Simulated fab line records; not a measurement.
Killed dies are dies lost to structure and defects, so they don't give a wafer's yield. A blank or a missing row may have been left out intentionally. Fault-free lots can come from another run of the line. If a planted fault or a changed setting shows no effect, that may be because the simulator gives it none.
fab line records	flow sky130
[record] lots = 24	wafers = 72	lastDay = 50
route steps=708 shown FIELD_ISO@28 METAL2@499 CAPM@549 METAL4@630 VIA4@652 METAL5@664
lots that met no fault: taken from a fault-free run of the same line
startH: the number of hours between the record's first day and the start of the first shown wafer of the lot	waitH: hours elapsed since this lot's preceding step	" the same as in the row above	L1.1+2: a single row standing in for several wafers	- no value, or no start was given	* or withheld: withheld	< > ~ a bound
route shown NAME@n: NAME is a module with steps in the file, n the number in the route of the first one	usual: the fault-free wafers' mean and standard deviation	same: alike in all rows	chamber/n: place in a boat	sites: per-site readings	_std_site: standard deviation of those values	_edge_site: outer sites' mean less inner sites'	radiusMm: how far each site lies from the wafer's centre	mask NAME#n: copy n	behind: the tool/chamber that last shaped the wafer	hold: why the lot went on hold/how many hours it stayed there/how the hold came to an end	device: which transistor (n, p or np) failed to switch	end of line: the tests these same wafers got at the end of their route	a step with no rows: only its recipe	killed: count of dies lost to structure and defects at first sort (not the wafer's yield)	map: dies across one wafer; x = killed, . = not, _ = none there
set.NAME: the setting that was run; set.NAME@STEP: the one run at that earlier step	model.NAME: the simulator's own value behind a step, which no gauge read
route steps across a sampled set of lots; one table per step, one row per wafer
services: from which hour (startH, from the record's first day; less than 0 if before it) a tool's chamber was out of use, for how many hours, and why
[[steps]]
[step SKY_FIELD_ISO_CMP_27]
[recipe] stopOn = Si3N4	tOverpolishS = 16	downForcePsi = 4	platenRpm = 60	targetThkNm = 457.8	padVelocityMS = 0.94248
[usual] motorCurrentA = 12.2/1.5	overpolishRunS = 16.000/0.0089	timeToEndpointS = 115/6.9
lot.wafer	tool	chamber	startH	waitH	motorCurrentA	overpolishRunS	timeToEndpointS
L074.1	cmp-02	1	38.81	0.1	11.8	16.026	124
L074.3	"	3	"	"	11.1	16.000	118
L074.5	"	1	"	"	12.1	16.000	131
L075.1	cmp-02	3	41.61	0.0	11.0	15.997	119
L075.2	"	1	"	"	12.0	15.999	118
L075.5	"	3	"	"	10.8	16.020	119
L076.4	cmp-01	1	45.98	0.1	12.6	15.998	99
L076.2	"	2	"	"	11.3	16.000	108
L076.6	"	0	"	"	12.7	15.989	102
L077.4	cmp-01	3	48.96	0.1	11.7	16.014	112
L077.6	"	2	"	"	10.8	15.982	109
L077.5	"	3	"	"	11.5	16.002	113
L078.3	cmp-01	3	53.25	0.0	11.6	15.994	113
L078.2	"	2	"	"	11.3	15.991	111
L078.6	"	0	"	"	11.9	16.001	101
L079.1	cmp-01	0	60.27	0.0	12.1	15.998	104
L079.2	"	2	"	"	10.6	15.997	116
L079.6	"	0	"	"	12.1	15.991	107
L080.1	cmp-01	2	63.76	0.0	11.4	16.007	118
L080.5	"	2	"	"	11.6	16.002	115
L080.6	"	3	"	"	11.9	16.004	118
L081.1	cmp-01	1	70.64	0.1	12.2	15.996	108
L081.5	"	0	"	"	12.6	16.004	108
L081.6	"	1	"	"	13.1	15.997	106
L082.4	cmp-02	1	78.18	0.1	12.6	15.996	131
L082.6	"	0	"	"	16.2	16.016	117
L082.5	"	1	"	"	12.2	15.997	126
L083.3	cmp-02	2	80.46	0.0	11.2	15.997	118
L083.1	"	3	"	"	11.2	15.991	118
L083.2	"	1	"	"	12.3	15.996	123
L084.3	cmp-01	2	84.87	0.1	11.2	15.990	115
L084.4	"	3	"	"	11.9	16.000	120
L084.6	"	2	"	"	11.1	15.991	120
L085.3	cmp-02	2	89.55	0.1	10.8	16.003	119
L085.5	"	1	"	"	11.7	16.005	121
L085.6	"	2	"	"	11.7	16.001	118
L086.2	cmp-01	2	95.34	0.1	11.6	16.024	117
L086.6	"	0	"	"	12.0	15.993	110
L086.5	"	1	"	"	12.1	15.996	110
L087.2	cmp-01	3	100.86	0.0	11.8	15.999	116
L087.4	"	1	"	"	12.2	16.008	106
L087.6	"	0	"	"	12.0	15.990	105
L088.2	cmp-02	0	106.52	0.1	15.4	16.005	120
L088.4	"	1	"	"	12.0	16.009	127
L088.5	"	2	"	"	11.1	15.992	123
L089.3	cmp-02	1	109.90	0.1	11.9	15.998	127
L089.1	"	2	"	"	11.1	16.000	122
L089.5	"	3	"	"	10.4	15.986	128
L090.2	cmp-01	0	116.86	0.1	12.6	16.017	112
L090.5	"	2	"	"	11.0	16.013	121
L090.6	"	3	"	"	12.3	15.996	120
L091.3	cmp-02	2	122.03	0.1	10.8	15.983	121
L091.4	"	3	"	"	11.7	16.012	121
L091.6	"	2	"	"	11.3	15.998	119
L092.2	cmp-02	2	130.08	0.0	11.1	16.002	118
L092.4	"	0	"	"	16.0	16.019	111
L092.1	"	1	"	"	12.2	15.992	121
L093.4	cmp-01	1	132.37	0.0	12.8	16.006	109
L093.2	"	3	"	"	11.8	15.989	121
L093.3	"	0	"	"	12.7	15.986	111
L094.2	cmp-01	2	138.77	0.1	11.1	15.988	114
L094.3	"	0	"	"	11.8	16.001	110
L094.5	"	2	"	"	11.0	15.990	114
L095.1	cmp-02	0	142.52	0.0	16.5	16.002	110
L095.2	"	2	"	"	11.0	15.991	116
L095.6	"	1	"	"	11.9	16.018	118
L096.2	cmp-01	0	148.47	0.1	12.8	15.994	109
L096.6	"	3	"	"	11.2	15.992	119
L096.5	"	0	"	"	12.9	15.988	111
L097.1	cmp-01	2	156.45	0.1	11.5	15.998	118
L097.4	"	3	"	"	11.6	16.011	121
L097.5	"	0	"	"	12.1	15.994	107
[step SKY_METAL2_OVL_MEAS_16]
[usual] METAL2_OVL = 0/5.6
lot.wafer	tool	chamber	startH	waitH	METAL2_OVL[nm]
L074.1	overlay-01	-	822.34	0.1	-3
L074.3	"	-	"	"	-3
L074.5	"	-	"	"	-4
L075.1	overlay-02	-	825.18	0.1	1
L075.2	"	-	"	"	-1
L075.5	"	-	"	"	3
L077.4	overlay-01	-	840.25	0.1	7
L077.5	"	-	"	"	0
L077.6	"	-	"	"	8
L076.2	overlay-01	-	841.85	0.1	4
L076.4	"	-	"	"	4
L076.6	"	-	"	"	-3
L078.2	overlay-01	-	844.59	0.1	8
L078.3	"	-	"	"	7
L078.6	"	-	"	"	4
L079.1	overlay-01	-	856.53	0.1	-2
L079.2	"	-	"	"	3
L079.6	"	-	"	"	1
L080.1	overlay-01	-	888.58	0.1	13
L080.5	"	-	"	"	4
L080.6	"	-	"	"	5
L082.4	overlay-01	-	889.71	0.1	0
L082.5	"	-	"	"	1
L082.6	"	-	"	"	4
L081.1	overlay-01	-	890.73	0.1	-4
L081.5	"	-	"	"	-2
L081.6	"	-	"	"	-1
L083.1	overlay-01	-	892.84	0.1	4
L083.2	"	-	"	"	7
L083.3	"	-	"	"	4
L084.3	overlay-02	-	896.26	0.1	2
L084.4	"	-	"	"	2
L084.6	"	-	"	"	5
L085.3	overlay-01	-	898.65	0.1	8
L085.5	"	-	"	"	9
L085.6	"	-	"	"	7
L086.2	overlay-01	-	909.74	0.1	4
L086.5	"	-	"	"	-1
L086.6	"	-	"	"	-2
L087.2	overlay-02	-	918.44	0.1	2
L087.4	"	-	"	"	-1
L087.6	"	-	"	"	-6
L088.2	overlay-02	-	925.09	0.1	2
L088.4	"	-	"	"	11
L088.5	"	-	"	"	4
L089.1	overlay-02	-	926.98	0.1	-6
L089.3	"	-	"	"	-10
L089.5	"	-	"	"	-10
L090.2	overlay-01	-	934.39	0.1	6
L090.5	"	-	"	"	10
L090.6	"	-	"	"	4
L091.3	overlay-02	-	940.40	0.1	4
L091.4	"	-	"	"	-6
L091.6	"	-	"	"	-6
L092.1	overlay-01	-	953.59	0.1	-5
L092.2	"	-	"	"	-9
L092.4	"	-	"	"	-12
L093.2	overlay-02	-	957.14	0.1	-3
L093.3	"	-	"	"	-7
L093.4	"	-	"	"	-6
L094.2	overlay-01	-	960.60	0.1	-3
L094.3	"	-	"	"	-8
L094.5	"	-	"	"	-8
L095.1	overlay-01	-	969.39	0.1	-3
L095.2	"	-	"	"	1
L095.6	"	-	"	"	2
L096.2	overlay-01	-	975.29	0.1	7
L096.5	"	-	"	"	-2
L096.6	"	-	"	"	6
L097.1	overlay-02	-	980.34	0.1	-5
L097.4	"	-	"	"	-6
L097.5	"	-	"	"	-11
[step SKY_CAPM_OVL_MEAS_12]
[usual] CAPM_OVL = 0.6/1.3
lot.wafer	tool	chamber	startH	waitH	CAPM_OVL[nm]
L074.1	overlay-01	-	875.87	0.1	0.1
L074.3	"	-	"	"	0.1
L074.5	"	-	"	"	0.3
L075.1	overlay-01	-	880.02	0.1	2.5
L075.2	"	-	"	"	0.1
L075.5	"	-	"	"	0.9
L077.4	overlay-02	-	893.64	0.1	0.3
L077.5	"	-	"	"	0.8
L077.6	"	-	"	"	0.2
L076.2	overlay-01	-	896.47	0.1	2.1
L076.4	"	-	"	"	2.0
L076.6	"	-	"	"	1.3
L078.2	overlay-02	-	898.63	0.1	1.0
L078.3	"	-	"	"	0.4
L078.6	"	-	"	"	1.1
L079.1	overlay-02	-	910.91	0.1	1.6
L079.2	"	-	"	"	0.4
L079.6	"	-	"	"	0.3
L080.1	overlay-02	-	940.92	0.1	-1.6
L080.5	"	-	"	"	-0.4
L080.6	"	-	"	"	-1.0
L082.4	overlay-02	-	942.39	0.1	1.0
L082.5	"	-	"	"	0.2
L082.6	"	-	"	"	1.1
L081.1	overlay-02	-	943.62	0.1	-0.6
L081.5	"	-	"	"	-0.3
L081.6	"	-	"	"	-0.6
L083.1	overlay-02	-	945.77	0.1	4.9
L083.2	"	-	"	"	3.2
L083.3	"	-	"	"	1.9
L084.3	overlay-01	-	949.23	0.1	-2.1
L084.4	"	-	"	"	-1.0
L084.6	"	-	"	"	-1.8
L085.3	overlay-01	-	951.63	0.1	1.0
L085.5	"	-	"	"	-0.6
L085.6	"	-	"	"	0.1
L086.2	overlay-02	-	961.67	0.1	0.4
L086.5	"	-	"	"	0.7
L086.6	"	-	"	"	0.9
L087.2	overlay-01	-	970.08	0.1	1.6
L087.4	"	-	"	"	-0.6
L087.6	"	-	"	"	1.0
L088.2	overlay-01	-	977.02	0.1	1.0
L088.4	"	-	"	"	0.7
L088.5	"	-	"	"	1.5
L089.1	overlay-02	-	977.82	0.1	-0.8
L089.3	"	-	"	"	1.8
L089.5	"	-	"	"	0.7
L090.2	overlay-02	-	984.57	0.1	2.1
L090.5	"	-	"	"	0.2
L090.6	"	-	"	"	-0.1
L091.3	overlay-01	-	991.53	0.1	0.9
L091.4	"	-	"	"	2.5
L091.6	"	-	"	"	0.4
L092.1	overlay-01	-	1003.37	0.1	3.1
L092.2	"	-	"	"	2.3
L092.4	"	-	"	"	2.1
L093.2	overlay-02	-	1007.12	0.1	2.1
L093.3	"	-	"	"	1.0
L093.4	"	-	"	"	3.1
L094.2	overlay-02	-	1011.37	0.1	-0.6
L094.3	"	-	"	"	-1.4
L094.5	"	-	"	"	1.4
L095.1	overlay-02	-	1019.22	0.1	0.6
L095.2	"	-	"	"	1.2
L095.6	"	-	"	"	-0.1
L096.2	overlay-02	-	1023.47	0.1	-2.7
L096.5	"	-	"	"	-0.9
L096.6	"	-	"	"	-2.2
L097.1	overlay-02	-	1029.07	0.1	3.1
L097.4	"	-	"	"	1.2
L097.5	"	-	"	"	1.9
[step SKY_METAL4_OVL_MEAS_14]
[usual] METAL4_OVL = 2/5
lot.wafer	tool	chamber	startH	waitH	METAL4_OVL[nm]
L074.1	overlay-02	-	978.59	0.1	2
L074.3	"	-	"	"	0
L074.5	"	-	"	"	-4
L075.1	overlay-02	-	983.89	0.1	-5
L075.2	"	-	"	"	3
L075.5	"	-	"	"	2
L077.4	overlay-02	-	996.30	0.1	-1
L077.5	"	-	"	"	-8
L077.6	"	-	"	"	-6
L076.2	overlay-01	-	997.59	0.1	-1
L076.4	"	-	"	"	1
L076.6	"	-	"	"	-4
L078.2	overlay-01	-	1000.49	0.1	-8
L078.3	"	-	"	"	1
L078.6	"	-	"	"	-4
L079.1	overlay-01	-	1012.34	0.1	4
L079.2	"	-	"	"	6
L079.6	"	-	"	"	8
L082.4	overlay-02	-	1040.30	0.1	1
L082.5	"	-	"	"	4
L082.6	"	-	"	"	0
L080.1	overlay-01	-	1040.74	0.1	3
L080.5	"	-	"	"	3
L080.6	"	-	"	"	7
L081.1	overlay-02	-	1042.33	0.1	-5
L081.5	"	-	"	"	-7
L081.6	"	-	"	"	-3
L083.1	overlay-02	-	1044.74	0.1	0
L083.2	"	-	"	"	-3
L083.3	"	-	"	"	3
L084.3	overlay-02	-	1046.61	0.1	9
L084.4	"	-	"	"	6
L084.6	"	-	"	"	3
L085.3	overlay-01	-	1049.15	0.1	0
L085.5	"	-	"	"	8
L085.6	"	-	"	"	8
L086.2	overlay-01	-	1058.95	0.1	4
L086.5	"	-	"	"	3
L086.6	"	-	"	"	8
L087.2	overlay-02	-	1067.90	0.1	-5
L087.4	"	-	"	"	2
L087.6	"	-	"	"	0
L088.2	overlay-01	-	1071.95	0.1	1
L088.4	"	-	"	"	-1
L088.5	"	-	"	"	3
L089.1	overlay-02	-	1073.09	0.1	11
L089.3	"	-	"	"	7
L089.5	"	-	"	"	11
L090.2	overlay-01	-	1078.80	0.1	-6
L090.5	"	-	"	"	3
L090.6	"	-	"	"	-4
L091.3	overlay-02	-	1083.56	0.1	6
L091.4	"	-	"	"	5
L091.6	"	-	"	"	3
L092.1	overlay-01	-	1094.34	0.1	5
L092.2	"	-	"	"	-1
L092.4	"	-	"	"	5
L093.2	overlay-02	-	1097.75	0.1	9
L093.3	"	-	"	"	12
L093.4	"	-	"	"	9
L094.2	overlay-01	-	1101.49	0.1	1
L094.3	"	-	"	"	-2
L094.5	"	-	"	"	0
L095.1	overlay-01	-	1109.64	0.1	5
L095.2	"	-	"	"	4
L095.6	"	-	"	"	2
L096.2	overlay-01	-	1114.70	0.1	4
L096.5	"	-	"	"	7
L096.6	"	-	"	"	9
L097.1	overlay-02	-	1119.04	0.1	1
L097.4	"	-	"	"	3
L097.5	"	-	"	"	-6
[step SKY_VIA4_STRIP_13]
[recipe] chemistry = O2/N2	powerW = 1400	pressureMtorr = 1500	platenTempC = withheld	o2FlowSccm = 3000	n2FlowSccm = 300	overashFraction = 0.5
[usual] drypumpMotorCurrentA = 6.2/0.49	o2FlowSccm = 3000/11	oesProductAu = 0.709/0.0053	stripTimeToEndpointS = 12.80/0.034
lot.wafer	tool	chamber	startH	waitH	drypumpMotorCurrentA	o2FlowSccm	oesProductAu	rfHoursCounterH	stripTimeToEndpointS
L074.1	plasmaAsher-03	0	1003.78	-	6.5	3001	0.717	27	12.83
L074.3	"	0	"	"	6.6	3011	0.709	-	12.78
L074.5	"	0	"	"	6.6	2998	0.716	-	12.77
L075.1	plasmaAsher-01	1	1009.28	-	6.4	2997	0.718	52	12.81
L075.2	"	0	"	"	5.0	3030	0.704	52	12.84
L075.5	"	1	"	"	6.4	2992	0.715	-	12.79
L077.4	plasmaAsher-03	0	1020.81	-	6.6	2995	0.706	-	12.80
L077.5	"	0	"	"	6.5	2994	0.711	-	12.80
L077.6	"	1	"	"	6.3	2987	0.711	-	12.84
L076.2	plasmaAsher-02	0	1021.78	-	6.2	2997	0.704	119	12.78
L076.4	"	1	"	"	6.0	2984	0.706	-	12.77
L076.6	"	1	"	"	6.0	2981	0.710	-	12.81
L078.2	plasmaAsher-03	1	1024.68	-	6.3	3008	0.706	29	12.77
L078.3	"	1	"	"	6.3	3004	0.707	-	12.81
L078.6	"	1	"	"	6.3	2987	0.703	-	12.80
L079.1	plasmaAsher-03	1	1036.63	-	6.3	3002	0.706	30	12.83
L079.2	"	0	"	"	6.6	2992	0.711	30	12.85
L079.6	"	1	"	"	6.3	2999	0.709	-	12.85
L082.4	plasmaAsher-01	0	1064.26	-	4.9	3001	0.713	-	12.78
L082.5	"	1	"	"	6.4	2989	0.699	-	12.78
L082.6	"	0	"	"	5.0	2983	0.707	-	12.81
L080.1	plasmaAsher-02	1	1064.88	-	6.0	2999	0.706	0	12.82
L080.5	"	0	"	"	6.2	2992	0.706	-	12.83
L080.6	"	1	"	"	6.0	2972	0.707	-	12.79
L081.1	plasmaAsher-03	1	1065.88	-	6.3	3008	0.721	33	12.85
L081.5	"	0	"	"	6.6	2991	0.711	-	12.85
L081.6	"	1	"	"	6.3	3008	0.727	-	12.83
L083.1	plasmaAsher-03	1	1068.78	-	6.3	3004	0.708	33	12.85
L083.2	"	0	"	"	6.6	2968	0.710	33	12.82
L083.3	"	1	"	"	6.4	3012	0.709	-	12.84
L084.3	plasmaAsher-01	0	1070.12	-	5.0	3005	0.719	-	12.77
L084.4	"	1	"	"	6.4	3001	0.711	-	12.77
L084.6	"	0	"	"	5.0	3003	0.703	-	12.74
L085.3	plasmaAsher-03	0	1072.42	-	6.6	2991	0.709	-	12.83
L085.5	"	1	"	"	6.4	2988	0.713	-	12.83
L085.6	"	0	"	"	6.6	3011	0.703	-	12.81
L086.2	plasmaAsher-03	1	1081.48	-	6.3	2983	0.704	34	12.82
L086.5	"	0	"	"	6.6	3007	0.701	-	12.78
L086.6	"	1	"	"	6.4	2989	0.705	-	12.78
L087.2	plasmaAsher-01	0	1089.93	-	5.0	2997	0.716	61	12.79
L087.4	"	1	"	"	6.4	3008	0.711	-	12.81
L087.6	"	1	"	"	6.4	3001	0.711	-	12.81
L088.2	plasmaAsher-02	1	1093.68	-	6.0	3015	0.713	3	12.77
L088.4	"	0	"	"	6.2	3007	0.711	-	12.81
L088.5	"	1	"	"	6.0	3019	0.716	-	12.82
L089.1	plasmaAsher-03	0	1095.58	-	6.5	3019	0.705	36	12.75
L089.3	"	1	"	"	6.3	3004	0.716	-	12.73
L089.5	"	0	"	"	6.5	3014	0.711	-	12.71
L090.2	plasmaAsher-02	0	1100.38	-	6.2	2983	0.703	3	12.86
L090.5	"	1	"	"	6.0	2991	0.709	-	12.87
L090.6	"	0	"	"	6.1	2981	0.704	-	12.81
L091.3	plasmaAsher-02	1	1104.06	-	6.0	3001	0.706	-	12.79
L091.4	"	0	"	"	6.2	3001	0.712	-	12.77
L091.6	"	0	"	"	6.1	2999	0.707	-	12.81
L092.1	plasmaAsher-03	0	1116.08	-	6.5	2999	0.700	38	12.75
L092.2	"	1	"	"	6.4	3010	0.708	38	12.79
L092.4	"	0	"	"	6.6	3013	0.709	-	12.80
L093.2	plasmaAsher-03	1	1119.68	-	6.3	3007	0.707	38	12.78
L093.3	"	1	"	"	6.3	3006	0.705	-	12.83
L093.4	"	0	"	"	6.5	3009	0.714	-	12.80
L094.2	plasmaAsher-03	1	1122.93	-	6.3	3009	0.713	38	12.79
L094.3	"	0	"	"	6.6	2983	0.716	-	12.82
L094.5	"	0	"	"	6.6	3000	0.710	-	12.80
L095.1	plasmaAsher-01	1	1131.58	-	6.5	3001	0.701	65	12.83
L095.2	"	0	"	"	5.0	3018	0.716	65	12.78
L095.6	"	0	"	"	5.0	2994	0.724	-	12.76
L096.2	plasmaAsher-01	1	1136.03	-	6.4	2994	0.710	65	12.85
L096.5	"	1	"	"	6.5	2996	0.704	-	12.85
L096.6	"	0	"	"	5.0	3018	0.708	-	12.83
L097.1	plasmaAsher-02	0	1140.24	-	6.2	2995	0.710	7	12.84
L097.4	"	1	"	"	6.0	3000	0.716	-	12.82
L097.5	"	0	"	"	6.1	2994	0.712	-	12.79
[step SKY_METAL5_SPUTTER_03]
[recipe] material = Ti	targetThkNm = 5	powerW = 3000	timeS = 3.3	chamberPressurePa = 0.4
[usual] throttleValvePct = 30.1/1.1
lot.wafer	tool	chamber	startH	waitH	throttleValvePct
L074.1	pvdSputter-04	-	1005.22	0.0	29.6
L074.3	"	-	"	"	30.4
L074.5	"	-	"	"	31.3
L075.1	pvdSputter-01	-	1010.71	0.0	28.9
L075.2	"	-	"	"	29.8
L075.5	"	-	"	"	30.9
L077.4	pvdSputter-01	-	1022.22	0.0	31.2
L077.5	"	-	"	"	29.1
L077.6	"	-	"	"	30.8
L076.2	pvdSputter-03	-	1023.32	0.0	27.4
L076.4	"	-	"	"	31.2
L076.6	"	-	"	"	30.4
L078.2	pvdSputter-04	-	1026.07	0.0	31.5
L078.3	"	-	"	"	28.7
L078.6	"	-	"	"	28.9
L079.1	pvdSputter-01	-	1038.02	0.0	29.8
L079.2	"	-	"	"	30.8
L079.6	"	-	"	"	31.2
L082.4	pvdSputter-04	-	1065.61	0.0	29.8
L082.5	"	-	"	"	31.3
L082.6	"	-	"	"	29.0
L080.1	pvdSputter-01	-	1066.27	0.0	28.8
L080.5	"	-	"	"	28.9
L080.6	"	-	"	"	31.1
L081.1	pvdSputter-01	-	1067.27	0.0	30.7
L081.5	"	-	"	"	31.2
L081.6	"	-	"	"	29.4
L083.1	pvdSputter-01	-	1070.16	0.0	30.8
L083.2	"	-	"	"	30.0
L083.3	"	-	"	"	31.3
L084.3	pvdSputter-01	-	1071.99	0.0	29.7
L084.4	"	-	"	"	29.1
L084.6	"	-	"	"	30.6
L085.3	pvdSputter-01	-	1073.77	0.0	28.9
L085.5	"	-	"	"	29.8
L085.6	"	-	"	"	31.2
L086.2	pvdSputter-04	-	1082.87	0.0	28.7
L086.5	"	-	"	"	31.5
L086.6	"	-	"	"	30.6
L087.2	pvdSputter-03	-	1091.36	0.0	30.6
L087.4	"	-	"	"	27.8
L087.6	"	-	"	"	30.3
L088.2	pvdSputter-01	-	1095.83	0.0	29.8
L088.4	"	-	"	"	30.8
L088.5	"	-	"	"	29.1
L089.1	pvdSputter-01	-	1096.98	0.0	30.9
L089.3	"	-	"	"	31.0
L089.5	"	-	"	"	31.2
L090.2	pvdSputter-01	-	1101.80	0.0	31.2
L090.5	"	-	"	"	29.2
L090.6	"	-	"	"	29.9
L091.3	pvdSputter-01	-	1105.46	0.0	29.5
L091.4	"	-	"	"	29.2
L091.6	"	-	"	"	30.8
L092.1	pvdSputter-03	-	1117.54	0.0	30.7
L092.2	"	-	"	"	30.3
L092.4	"	-	"	"	27.8
L093.2	pvdSputter-04	-	1121.11	0.0	29.5
L093.3	"	-	"	"	31.7
L093.4	"	-	"	"	30.6
L094.2	pvdSputter-03	-	1124.33	0.0	30.3
L094.3	"	-	"	"	31.5
L094.5	"	-	"	"	31.0
L095.1	pvdSputter-03	-	1133.01	0.0	30.3
L095.2	"	-	"	"	27.6
L095.6	"	-	"	"	30.8
L096.2	pvdSputter-03	-	1137.67	0.0	30.2
L096.5	"	-	"	"	27.8
L096.6	"	-	"	"	30.0
L097.1	pvdSputter-04	-	1141.68	0.0	30.3
L097.4	"	-	"	"	29.7
L097.5	"	-	"	"	29.3
[[services]]
tool	chamber	startH	hours	kind
cmp-01	-	25.54	5.3	pm
cmp-01	-	42.38	1.4	repair
cmp-01	-	51.74	0.3	repair
cmp-01	-	64.06	4.0	pm
cmp-01	-	188.15	2.0	repair
cmp-01	-	194.36	7.3	pm
cmp-01	-	329.43	9.7	pm
cmp-01	-	394.54	4.0	pm
cmp-01	-	404.06	4.0	pm
cmp-01	-	440.74	2.5	repair
cmp-01	-	453.57	0.4	repair
cmp-01	-	456.06	0.9	repair
cmp-01	-	470.21	2.2	repair
cmp-01	-	611.83	0.3	repair
cmp-01	-	637.67	1.2	repair
cmp-01	-	657.20	4.9	repair
cmp-01	-	744.06	4.0	pm
cmp-01	-	763.54	4.0	pm
cmp-01	-	839.18	0.9	repair
cmp-01	-	850.44	7.2	pm
cmp-01	-	972.65	0.3	repair
cmp-01	-	979.39	1.0	repair
cmp-01	-	983.17	1.5	repair
cmp-01	-	1084.06	4.0	pm
[[key]]
fault none
